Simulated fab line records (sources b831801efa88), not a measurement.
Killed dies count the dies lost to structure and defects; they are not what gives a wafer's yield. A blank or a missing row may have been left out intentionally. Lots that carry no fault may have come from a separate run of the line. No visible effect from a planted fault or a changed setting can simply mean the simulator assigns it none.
fab line records | flow gf180mcu
record: lots: 12 | wafers: 33 | last-day: 34
route steps=602 shown PSD@261 NSD@262 V1@351
lots that met no fault: taken from a fault-free run of the same line
start-h: hours from the record's first day to the start of the lot's first wafer shown | wait-h: hours from the lot's prior step to this one | " same as the row above | L1.1+2: a row that stands for several wafers | - no value, or no start given | * or withheld: withheld | < > ~ a bound
route shown NAME@n: NAME is a module with steps in the file, n the number in the route of the first one | usual: the fault-free wafers' mean and standard deviation | same: alike in all rows | chamber/n: place in a boat | sites: the reading at each site | _std_site: standard deviation of those values | _edge_site: inner sites' mean taken away from outer sites' mean | radius-mm: how far each site lies from the wafer's centre | mask NAME#n: copy n | behind: the tool/chamber that last shaped the wafer | hold: what put the lot on hold/how long, in hours/how the hold closed | device: which transistor (n, p or np) failed to switch | end of line: the same wafers' tests at the end of the route | where a step has no rows: the recipe by itself | killed: at the first sort, the dies lost to defects and structure; wafer yield is something else | map: shows each die of a wafer: x if killed, . if not, _ if none is there
set.NAME: the run value of the setting; set.NAME@STEP: its run value at that earlier step | model.NAME: the simulator's own value behind a step, which no gauge read
the route's steps for a sample of lots (tables are steps, rows are wafers)
services: from which hour (start-h, from the record's first day; less than 0 if before it) a tool's chamber was out of use, for how many hours, and why
== steps ==
step: GF_PSD_RTA_13
recipe: temp-c: 1025 | time-s: 20 | ambient: N2
usual: anneal-temp-c-max: 1028.1/0.69 | lamp-power-pct: 30.3/0.62 | run-length-s: 48.5/0.46 | wafer_temp_C_max: 1032.7/2.5
lot.wafer | tool          | chamber | start-h | wait-h | anneal-temp-c-max | lamp-power-pct | run-length-s | wafer_temp_C_max
L620.1    | rtp-anneal-02 | 0       | 316.15  | 0.0    | 1027.1            | 30.0           | 48.5         | 1034.5
L620.2    | "             | 0       | "       | "      | 1026.8            | 30.0           | 48.6         | 1033.4
L620.3    | "             | 0       | "       | "      | 1027.2            | 30.0           | 48.3         | 1033.2
L621.1    | rtp-anneal-02 | 0       | 325.49  | 0.0    | 1028.5            | 30.0           | 48.2         | 1033.6
L621.2    | "             | 0       | "       | "      | 1028.0            | 29.9           | 48.4         | 1032.2
L621.6    | "             | 0       | "       | "      | 1028.2            | 30.0           | 48.6         | 1035.6
L626.4    | rtp-anneal-02 | 0       | 364.18  | 0.0    | 1027.2            | 30.0           | 74.7         | 1035.7
L626.6    | "             | 0       | "       | "      | 1028.6            | 30.0           | 74.7         | 1032.6
L627.1    | rtp-anneal-02 | 0       | 371.08  | 0.0    | 1028.8            | 30.0           | 48.5         | 1037.6
L627.6    | "             | 0       | "       | "      | 1029.8            | 30.0           | 74.7         | 1031.8
L628.3    | rtp-anneal-02 | 0       | 380.13  | 0.0    | 1028.2            | 30.0           | 48.3         | 1032.7
L628.4    | "             | 0       | "       | "      | 1028.8            | 30.0           | 74.6         | 1034.0
L635.2    | rtp-anneal-01 | 0       | 440.45  | 0.0    | 1027.3            | 31.5           | 48.8         | 1027.2
L635.3    | "             | 0       | "       | "      | 1026.3            | 31.5           | 48.8         | 1027.7
L635.5    | "             | 0       | "       | "      | 1027.3            | 31.5           | 48.6         | 1029.2
L636.2    | rtp-anneal-02 | 0       | 445.05  | 0.0    | 1027.8            | 30.0           | 48.3         | 1031.7
L636.3    | "             | 0       | "       | "      | 1029.2            | 30.0           | 48.2         | 1037.7
L636.5    | "             | 0       | "       | "      | 1028.2            | 30.0           | 48.5         | 1032.2
L637.1    | rtp-anneal-02 | 0       | 467.99  | 0.0    | 1027.5            | 30.0           | 48.3         | 1033.4
L637.2    | "             | 0       | "       | "      | 1028.0            | 30.0           | 48.3         | 1034.1
L637.3    | "             | 0       | "       | "      | 1028.4            | 30.0           | 48.5         | 1033.3
L639.1    | rtp-anneal-02 | 0       | 475.64  | 0.0    | 1028.4            | 30.0           | 48.4         | 1031.9
L639.3    | "             | 0       | "       | "      | 1028.2            | 30.0           | 48.3         | 1032.0
L639.4    | "             | 0       | "       | "      | 1027.9            | 30.0           | 48.3         | 1033.1
L640.1    | rtp-anneal-02 | 0       | 486.02  | 0.0    | 1027.8            | 30.0           | 48.7         | 1033.3
L640.2    | "             | 0       | "       | "      | 1028.7            | 30.0           | 48.5         | 1035.7
L640.5    | "             | 0       | "       | "      | 1027.8            | 29.9           | 48.5         | 1034.1
L643.1    | rtp-anneal-02 | 0       | 510.88  | 0.0    | 1028.5            | 30.0           | 48.3         | 1033.4
L643.4    | "             | 0       | "       | "      | 1027.4            | 30.0           | 48.6         | 1034.1
L643.5    | "             | 0       | "       | "      | 1027.4            | 30.0           | 48.4         | 1034.2
L642.3    | rtp-anneal-01 | 0       | 513.22  | 0.0    | 1028.1            | 31.5           | 48.8         | 1027.8
L642.4    | "             | 0       | "       | "      | 1028.3            | 31.5           | 48.5         | 1031.0
L642.5    | "             | 0       | "       | "      | 1028.1            | 31.5           | 48.5         | 1028.2
step: GF_PSD_RS_MEAS_14
recipe: thk-meas-gauge: four-point-probe
usual: NSD_RS: 46.16/0.097
lot.wafer | tool          | chamber | start-h | wait-h | NSD_RS[ohm/sq]
L620.1    | film-metro-04 | -       | 316.24  | 0.1    | 46.13
L620.2    | "             | -       | "       | "      | 46.29
L620.3    | "             | -       | "       | "      | 46.24
L621.1    | film-metro-01 | -       | 325.58  | 0.1    | 46.24
L621.2    | "             | -       | "       | "      | 46.25
L621.6    | "             | -       | "       | "      | 46.17
L626.4    | film-metro-01 | -       | 364.29  | 0.1    | 41.40
L626.6    | "             | -       | "       | "      | 41.50
L627.1    | film-metro-04 | -       | 371.17  | 0.1    | 46.39
L627.6    | "             | -       | "       | "      | 41.67
L628.3    | film-metro-01 | -       | 380.22  | 0.1    | 46.16
L628.4    | "             | -       | "       | "      | 41.56
L635.2    | film-metro-02 | -       | 440.54  | 0.1    | 46.02
L635.3    | "             | -       | "       | "      | 46.14
L635.5    | "             | -       | "       | "      | 46.12
L636.2    | film-metro-01 | -       | 445.14  | 0.1    | 46.29
L636.3    | "             | -       | "       | "      | 46.27
L636.5    | "             | -       | "       | "      | 46.39
L637.1    | film-metro-04 | -       | 468.07  | 0.1    | 46.08
L637.2    | "             | -       | "       | "      | 46.11
L637.3    | "             | -       | "       | "      | 46.26
L639.1    | film-metro-02 | -       | 475.72  | 0.1    | 46.19
L639.3    | "             | -       | "       | "      | 46.17
L639.4    | "             | -       | "       | "      | 46.14
L640.1    | film-metro-04 | -       | 486.11  | 0.1    | 46.09
L640.2    | "             | -       | "       | "      | 46.19
L640.5    | "             | -       | "       | "      | 46.14
L643.1    | film-metro-02 | -       | 510.96  | 0.1    | 45.94
L643.4    | "             | -       | "       | "      | 45.96
L643.5    | "             | -       | "       | "      | 46.10
L642.3    | film-metro-01 | -       | 513.32  | 0.1    | 46.27
L642.4    | "             | -       | "       | "      | 46.23
L642.5    | "             | -       | "       | "      | 46.22
step: GF_PSD_RS_MEAS_15
recipe: thk-meas-gauge: four-point-probe
usual: PSD_RS: 108.6/0.32
lot.wafer | tool          | chamber | start-h | wait-h | PSD_RS[ohm/sq]
L620.1    | film-metro-04 | -       | 316.36  | 0.1    | 108.6
L620.2    | "             | -       | "       | "      | 108.7
L620.3    | "             | -       | "       | "      | 108.9
L621.1    | film-metro-01 | -       | 325.70  | 0.1    | 108.6
L621.2    | "             | -       | "       | "      | 108.3
L621.6    | "             | -       | "       | "      | 108.4
L626.4    | film-metro-01 | -       | 364.41  | 0.1    | 100.4
L626.6    | "             | -       | "       | "      | 100.3
L627.1    | film-metro-04 | -       | 371.29  | 0.1    | 109.2
L627.6    | "             | -       | "       | "      | 100.7
L628.3    | film-metro-01 | -       | 380.34  | 0.1    | 108.7
L628.4    | "             | -       | "       | "      | 100.2
L635.2    | film-metro-02 | -       | 440.66  | 0.1    | 108.6
L635.3    | "             | -       | "       | "      | 108.9
L635.5    | "             | -       | "       | "      | 108.6
L636.2    | film-metro-01 | -       | 445.26  | 0.1    | 109.2
L636.3    | "             | -       | "       | "      | 109.0
L636.5    | "             | -       | "       | "      | 109.3
L637.1    | film-metro-04 | -       | 468.19  | 0.1    | 108.8
L637.2    | "             | -       | "       | "      | 109.0
L637.3    | "             | -       | "       | "      | 109.0
L639.1    | film-metro-02 | -       | 475.84  | 0.1    | 108.8
L639.3    | "             | -       | "       | "      | 108.6
L639.4    | "             | -       | "       | "      | 108.7
L640.1    | film-metro-04 | -       | 486.23  | 0.1    | 108.8
L640.2    | "             | -       | "       | "      | 108.9
L640.5    | "             | -       | "       | "      | 108.4
L643.1    | film-metro-02 | -       | 511.08  | 0.1    | 107.6
L643.4    | "             | -       | "       | "      | 108.0
L643.5    | "             | -       | "       | "      | 108.0
L642.3    | film-metro-01 | -       | 513.44  | 0.1    | 108.7
L642.4    | "             | -       | "       | "      | 108.7
L642.5    | "             | -       | "       | "      | 108.9
step: GF_V1_ETCH_16
recipe: chemistry: N2/H2 | target-depth-a: withheld | overetch-a: withheld | time-s: withheld | target: BARC | ion-energy-ev: 200 | source-w: 500 | bias-w: 100 | pressure-mtorr: 30 | n2-flow-sccm: 100 | h2-flow-sccm: 200
usual: drypump-motor-current-A: 5.4/0.59 | h2-flow-sccm: 200.0/0.63 | oes-product-au: 0.854/0.0047 | rf-fwd-power-W: 495.3/2 | throttle-valve-pct: 13.224/0.0089
lot.wafer | tool        | chamber | start-h | wait-h | drypump-motor-current-A | h2-flow-sccm | oes-product-au | rf-fwd-power-W | throttle-valve-pct
L620.1    | rie-diel-02 | 3       | 407.98  | 0.0    | 5.1                     | 199.1        | 0.853          | 498.1          | 13.205
L620.2    | "           | 1       | "       | "      | 5.0                     | 199.8        | 0.860          | 498.9          | 13.246
L620.3    | "           | 2       | "       | "      | 5.3                     | 200.6        | 0.856          | 491.3          | 13.227
L621.1    | rie-diel-02 | 2       | 419.88  | 0.0    | 5.3                     | 200.1        | 0.862          | 492.1          | 13.239
L621.2    | "           | 3       | "       | "      | 5.1                     | 199.8        | 0.856          | 494.2          | 13.242
L621.6    | "           | 1       | "       | "      | 5.0                     | 199.6        | 0.852          | 498.6          | 13.218
L626.4    | rie-diel-02 | 0       | 463.65  | 0.0    | 4.7                     | 199.9        | 0.854          | 498.0          | 13.232
L626.6    | "           | 2       | "       | "      | 5.3                     | 199.0        | 0.853          | 491.6          | 13.215
L627.1    | rie-diel-04 | 2       | 470.61  | 0.0    | 4.7                     | 199.3        | 0.855          | 497.5          | 13.222
L627.6    | "           | 1       | "       | "      | 5.3                     | 200.4        | 0.856          | 495.3          | 13.222
L628.3    | rie-diel-04 | 0       | 479.48  | 0.0    | 6.0                     | 200.2        | 0.849          | 495.1          | 13.206
L628.4    | "           | 1       | "       | "      | 5.3                     | 200.4        | 0.856          | 494.2          | 13.216
L635.2    | rie-diel-03 | 3       | 539.57  | 0.0    | 6.0                     | 199.7        | 0.858          | 494.4          | 13.217
L635.3    | "           | 1       | "       | "      | 6.5                     | 200.2        | 0.853          | 497.3          | 13.228
L635.5    | "           | 3       | "       | "      | 6.0                     | 200.5        | 0.858          | 493.4          | 13.236
L636.2    | rie-diel-03 | 1       | 543.61  | 0.0    | 6.5                     | 200.0        | 0.856          | 497.6          | 13.214
L636.3    | "           | 2       | "       | "      | 5.9                     | 198.6        | 0.851          | 495.4          | 13.217
L636.5    | "           | 2       | "       | "      | 5.9                     | 199.2        | 0.852          | 494.9          | 13.231
L637.1    | rie-diel-03 | 1       | 564.93  | 0.0    | 6.5                     | 200.5        | 0.853          | 492.7          | 13.228
L637.2    | "           | 3       | "       | "      | 6.0                     | 199.9        | 0.858          | 492.6          | 13.226
L637.3    | "           | 0       | "       | "      | 5.1                     | 199.9        | 0.864          | 494.2          | 13.215
L639.1    | rie-diel-04 | 2       | 570.91  | 0.0    | 4.7                     | 200.2        | 0.854          | 494.7          | 13.211
L639.3    | "           | 0       | "       | "      | 6.1                     | 201.8        | 0.853          | 495.4          | 13.229
L639.4    | "           | 1       | "       | "      | 5.3                     | 200.0        | 0.849          | 493.9          | 13.225
L640.1    | rie-diel-02 | 2       | 581.08  | 0.0    | 5.3                     | 200.1        | 0.849          | 493.3          | 13.234
L640.2    | "           | 1       | "       | "      | 5.0                     | 200.6        | 0.858          | 494.9          | 13.235
L640.5    | "           | 0       | "       | "      | 4.7                     | 199.8        | 0.861          | 496.1          | 13.231
L643.1    | rie-diel-02 | 0       | 603.91  | 0.0    | 4.7                     | 199.9        | 0.855          | 494.2          | 13.228
L643.4    | "           | 1       | "       | "      | 5.0                     | 200.2        | 0.861          | 495.7          | 13.224
L643.5    | "           | 3       | "       | "      | 5.1                     | 200.2        | 0.860          | 492.3          | 13.225
L642.3    | rie-diel-02 | 0       | 605.56  | 0.0    | 4.7                     | 199.0        | 0.845          | 498.5          | 13.224
L642.4    | "           | 3       | "       | "      | 5.1                     | 199.5        | 0.844          | 497.0          | 13.227
L642.5    | "           | 0       | "       | "      | 4.7                     | 200.5        | 0.858          | 496.6          | 13.236
step: GF_V1_SPUTTER_21
recipe: material: Ti | target-thk-nm: 15 | chamber-pressure-pa: 5 | power-w: 2500 | substrate-temp-c: 200 | time-s: 80.02
usual: throttle-valve-pct: 29.9/1.1
lot.wafer | tool           | chamber | start-h | wait-h | throttle-valve-pct
L620.1    | pvd-sputter-01 | -       | 408.65  | 0.0    | 28.5
L620.2    | "              | -       | "       | "      | 31.2
L620.3    | "              | -       | "       | "      | 29.7
L621.1    | pvd-sputter-03 | -       | 420.54  | 0.0    | 31.9
L621.2    | "              | -       | "       | "      | 28.5
L621.6    | "              | -       | "       | "      | 28.9
L626.4    | pvd-sputter-01 | -       | 464.37  | 0.0    | 29.3
L626.6    | "              | -       | "       | "      | 28.8
L627.1    | pvd-sputter-04 | -       | 471.27  | 0.0    | 28.7
L627.6    | "              | -       | "       | "      | 30.5
L628.3    | pvd-sputter-03 | -       | 480.17  | 0.0    | 32.1
L628.4    | "              | -       | "       | "      | 29.0
L635.2    | pvd-sputter-03 | -       | 540.26  | 0.0    | 31.9
L635.3    | "              | -       | "       | "      | 28.7
L635.5    | "              | -       | "       | "      | 32.1
L636.2    | pvd-sputter-04 | -       | 544.34  | 0.0    | 29.7
L636.3    | "              | -       | "       | "      | 29.8
L636.5    | "              | -       | "       | "      | 30.5
L637.1    | pvd-sputter-04 | -       | 565.59  | 0.0    | 30.4
L637.2    | "              | -       | "       | "      | 30.4
L637.3    | "              | -       | "       | "      | 29.4
L639.1    | pvd-sputter-01 | -       | 571.57  | 0.0    | 31.0
L639.3    | "              | -       | "       | "      | 29.5
L639.4    | "              | -       | "       | "      | 28.6
L640.1    | pvd-sputter-01 | -       | 581.75  | 0.0    | 31.0
L640.2    | "              | -       | "       | "      | 29.8
L640.5    | "              | -       | "       | "      | 29.5
L643.1    | pvd-sputter-03 | -       | 604.60  | 0.0    | 32.1
L643.4    | "              | -       | "       | "      | 28.4
L643.5    | "              | -       | "       | "      | 29.2
L642.3    | pvd-sputter-01 | -       | 606.25  | 0.0    | 30.9
L642.4    | "              | -       | "       | "      | 29.4
L642.5    | "              | -       | "       | "      | 29.5
step: GF_V1_CVD_23
recipe: material: W | target-thk-nm: 350 | time-s: 105.05 | temp-c: 400 | pressure-torr: 40
usual: heater-power-w: 784/64 | susceptor-temp-C: 399.99/0.22
lot.wafer | tool     | chamber | start-h | wait-h | heater-power-w | susceptor-temp-C
L620.1    | cvd-w-02 | 1       | 408.75  | 0.0    | 742            | 399.90
L620.2    | "        | 0       | "       | "      | 755            | 399.84
L620.3    | "        | 0       | "       | "      | 766            | 399.99
L621.1    | cvd-w-02 | 0       | 420.64  | 0.0    | 760            | 399.85
L621.2    | "        | 1       | "       | "      | 758            | 399.82
L621.6    | "        | 0       | "       | "      | 777            | 399.94
L626.4    | cvd-w-01 | 0       | 464.50  | 0.1    | 910            | 399.90
L626.6    | "        | 1       | "       | "      | 773            | 400.21
L627.1    | cvd-w-02 | 1       | 471.37  | 0.0    | 745            | 399.99
L627.6    | "        | 1       | "       | "      | 738            | 399.91
L628.3    | cvd-w-01 | 1       | 480.31  | 0.1    | 785            | 400.03
L628.4    | "        | 0       | "       | "      | 914            | 400.25
L635.2    | cvd-w-02 | 1       | 540.36  | 0.0    | 730            | 400.30
L635.3    | "        | 0       | "       | "      | 768            | 400.52
L635.5    | "        | 0       | "       | "      | 752            | 400.00
L636.2    | cvd-w-02 | 1       | 544.44  | 0.0    | 735            | 399.89
L636.3    | "        | 0       | "       | "      | 757            | 400.11
L636.5    | "        | 0       | "       | "      | 747            | 399.57
L637.1    | cvd-w-01 | 1       | 565.69  | 0.0    | 776            | 400.40
L637.2    | "        | 0       | "       | "      | 938            | 399.56
L637.3    | "        | 0       | "       | "      | 902            | 399.93
L639.1    | cvd-w-01 | 1       | 571.67  | 0.0    | 770            | 399.79
L639.3    | "        | 0       | "       | "      | 933            | 399.91
L639.4    | "        | 1       | "       | "      | 761            | 399.73
L640.1    | cvd-w-02 | 0       | 581.85  | 0.0    | 767            | 400.11
L640.2    | "        | 1       | "       | "      | 765            | 400.02
L640.5    | "        | 1       | "       | "      | 762            | 399.73
L643.1    | cvd-w-01 | 0       | 604.70  | 0.0    | 933            | 400.10
L643.4    | "        | 0       | "       | "      | 919            | 400.18
L643.5    | "        | 1       | "       | "      | 791            | 400.24
L642.3    | cvd-w-02 | 0       | 606.39  | 0.1    | 752            | 399.97
L642.4    | "        | 1       | "       | "      | 743            | 400.10
L642.5    | "        | 1       | "       | "      | 747            | 400.00
== services ==
tool           | chamber | start-h | hours | kind
rie-diel-02    | 2       | 314.13  | 8.8   | repair
rie-diel-02    | 1       | 380.89  | 2.8   | repair
cvd-w-02       | -       | 390.00  | 14.0  | pm
cvd-w-02       | -       | 402.00  | 0.8   | repair
pvd-sputter-03 | -       | 407.24  | 5.0   | repair
cvd-w-01       | 1       | 412.45  | 2.1   | repair
rie-diel-03    | -       | 434.20  | 2.8   | pm
rie-diel-03    | 1       | 439.59  | 9.2   | repair
rtp-anneal-02  | -       | 446.46  | 5.2   | pm
cvd-w-02       | -       | 457.65  | 0.9   | repair
rie-diel-02    | 3       | 462.80  | 58.8  | repair
cvd-w-02       | 0       | 466.00  | 8.7   | repair
rie-diel-03    | 0       | 477.43  | 6.4   | repair
rie-diel-02    | 0       | 488.85  | 4.8   | repair
rie-diel-02    | -       | 495.04  | 28.1  | pm
rie-diel-03    | 1       | 530.49  | 4.2   | repair
pvd-sputter-01 | -       | 530.51  | 1.1   | repair
cvd-w-02       | 1       | 531.70  | 1.4   | repair
pvd-sputter-03 | -       | 536.83  | 2.3   | repair
rie-diel-03    | -       | 576.00  | 11.4  | repair
pvd-sputter-03 | -       | 588.24  | 3.9   | repair
pvd-sputter-04 | -       | 592.31  | 1.6   | repair
cvd-w-01       | 0       | 592.85  | 2.8   | repair
cvd-w-01       | -       | 596.88  | 1.1   | repair
== key ==
first-sign: step: GF_PSD_RTA_13 | reading: run-length-s | direction: up | sigmas: 57 | usual: * | struck: *
effect: step: GF_PSD_RS_MEAS_14 | reading: NSD_RS | direction: down | sigmas: 48 | usual: 46.16 | struck: 41.53
effect: step: GF_PSD_RS_MEAS_15 | reading: PSD_RS | direction: down | sigmas: 26 | usual: 108.6 | struck: 100.4
met-at GF_PSD_RTA_13
struck-lots L626,L627,L628
struck-wafers L626.4,L626.6,L627.6,L628.4
tester-left-out L626,L627,L628
not-acting-at GF_V1_ETCH_16,GF_V1_SPUTTER_21,GF_V1_CVD_23
onset-between 325.49 364.18
fault: kind: process-parameter-drift | tool: rtp-anneal-02 | chamber: - | onset-h: 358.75 | steps: GF_PSD_RTA_13 | channel: time-s | offset: * | shape: step | end-h: 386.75 | scope: struck-wafers-only | acts-in: * | stated: *
tester-left-out: of these lots the tester's yield and bins aren't shown, on N5 and GAA mostly nor the transistor test; their killed dies are dies lost to structure and defects alone, not to doping, threshold or leakage, so they don't give the yield
